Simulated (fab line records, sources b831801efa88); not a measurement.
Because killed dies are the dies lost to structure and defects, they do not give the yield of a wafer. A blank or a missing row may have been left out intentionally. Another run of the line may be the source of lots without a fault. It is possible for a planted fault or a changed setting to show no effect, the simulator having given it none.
Lot-split experiment + flow sky130 + 5 lots, 23 wafers read, on a route of 708 steps

SPLIT DETAILS
At SKY_LDD_HVN_IMPLANT_08, the setting energy-kev was moved away from the recipe's 60 on 6 of the 23 wafers read, by -5.3% to -1.7%. All remaining wafers had this setting at the recipe value.

The split's own step is where the reading is taken.

THE READING
implant.drp-nm (the simulator's own value, which no gauge read), in nm, at SKY_LDD_HVN_IMPLANT_08. No usual value for it is given in the file.

| wafer  | tool, chamber at the split | energy-kev as run | against the recipe | implant.drp-nm, nm | against lot-mates on the recipe |
|--------|----------------------------|-------------------|--------------------|--------------------|---------------------------------|
| L075.1 | implanter-02, 0            | 60                | recipe             | 28.15              | -                               |
| L075.2 | implanter-02, 0            | 60                | recipe             | 28.15              | -                               |
| L075.5 | implanter-02, 0            | 60                | recipe             | 28.15              | -                               |
| L076.1 | implanter-03, 0            | 60                | recipe             | 28.15              | -                               |
| L076.3 | implanter-03, 0            | 60                | recipe             | 28.15              | -                               |
| L076.4 | implanter-03, 0            | 58.96             | -1.7%              | 27.73              | -0.42                           |
| L076.5 | implanter-03, 0            | 58.96             | -1.7%              | 27.73              | -0.42                           |
| L076.6 | implanter-03, 0            | 58.96             | -1.7%              | 27.73              | -0.42                           |
| L077.1 | implanter-04, 0            | 56.82             | -5.3%              | 26.88              | -1.27                           |
| L077.2 | implanter-04, 0            | 56.82             | -5.3%              | 26.88              | -1.27                           |
| L077.5 | implanter-04, 0            | 56.82             | -5.3%              | 26.88              | -1.27                           |
| L077.3 | implanter-04, 0            | 60                | recipe             | 28.15              | -                               |
| L077.6 | implanter-04, 0            | 60                | recipe             | 28.15              | -                               |
| L082.1 | implanter-02, 0            | 60                | recipe             | 28.15              | -                               |
| L082.2 | implanter-02, 0            | 60                | recipe             | 28.15              | -                               |
| L082.4 | implanter-02, 0            | 60                | recipe             | 28.15              | -                               |
| L082.5 | implanter-02, 0            | 60                | recipe             | 28.15              | -                               |
| L082.6 | implanter-02, 0            | 60                | recipe             | 28.15              | -                               |
| L083.1 | implanter-02, 0            | 60                | recipe             | 28.15              | -                               |
| L083.3 | implanter-02, 0            | 60                | recipe             | 28.15              | -                               |
| L083.4 | implanter-02, 0            | 60                | recipe             | 28.15              | -                               |
| L083.5 | implanter-02, 0            | 60                | recipe             | 28.15              | -                               |
| L083.6 | implanter-02, 0            | 60                | recipe             | 28.15              | -                               |

THE FIT
A straight line over all 23 wafers: implant.drp-nm changes by +0.24 nm for each +1% of energy-kev; r = +1.00; the points scatter about the line by 0.0016 nm.
The same after taking each lot's own level away (the mean of its wafers on the recipe; 23 wafers): +0.24 nm for each +1%; r = +1.00; scatter 0.0016 nm.
That fit puts the effect of the largest move of energy-kev on the reading at 1.3 nm.
The lots' own levels span 28.150 to 28.150 nm.
So the lot-to-lot level changes the slope little: the two slopes agree.
Check: for one of the wafers moved furthest among these (-5.3%), held out of the fit, the line's prediction against its lot-mates is -1.27 nm. Against them it came out at -1.27 nm.

THESE WAFERS: OTHER SPLITS
Before the reading, these wafers also passed through other splits. Each is held against what the fit with the lots' levels taken away leaves over:
| other split on the same wafers    | wafers away from the commonest value | r with implant.drp-nm (lot level and that fit taken away) |
|-----------------------------------|--------------------------------------|-----------------------------------------------------------|
| SKY_POLY_GATE_IMPLANT_02 dose-cm2 | 10                                   | +0.22                                                     |
| SKY_POLY_GATE_ETCH_16 time-s      | 11                                   | -0.36                                                     |
| SKY_LDD_N_IMPLANT_09 energy-kev   | 7                                    | -0.27                                                     |

THE WHOLE CHAIN: every reading that the file lists as answering this split, in the file's order
| step                   | what it does | reading                                                         | change (the file's fit)               | r (the file's) |
|------------------------|--------------|-----------------------------------------------------------------|---------------------------------------|----------------|
| SKY_LDD_HVN_IMPLANT_08 |              | implant.rp-nm (the simulator's own value, which no gauge read)  | +0.587 nm for each +1% of the setting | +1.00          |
| SKY_LDD_HVN_IMPLANT_08 |              | implant.drp-nm (the simulator's own value, which no gauge read) | +0.24 nm for each +1% of the setting  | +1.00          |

THE FILE'S OWN FIT
implant.drp-nm changes by +0.24 nm for each +1% of energy-kev, r = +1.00.
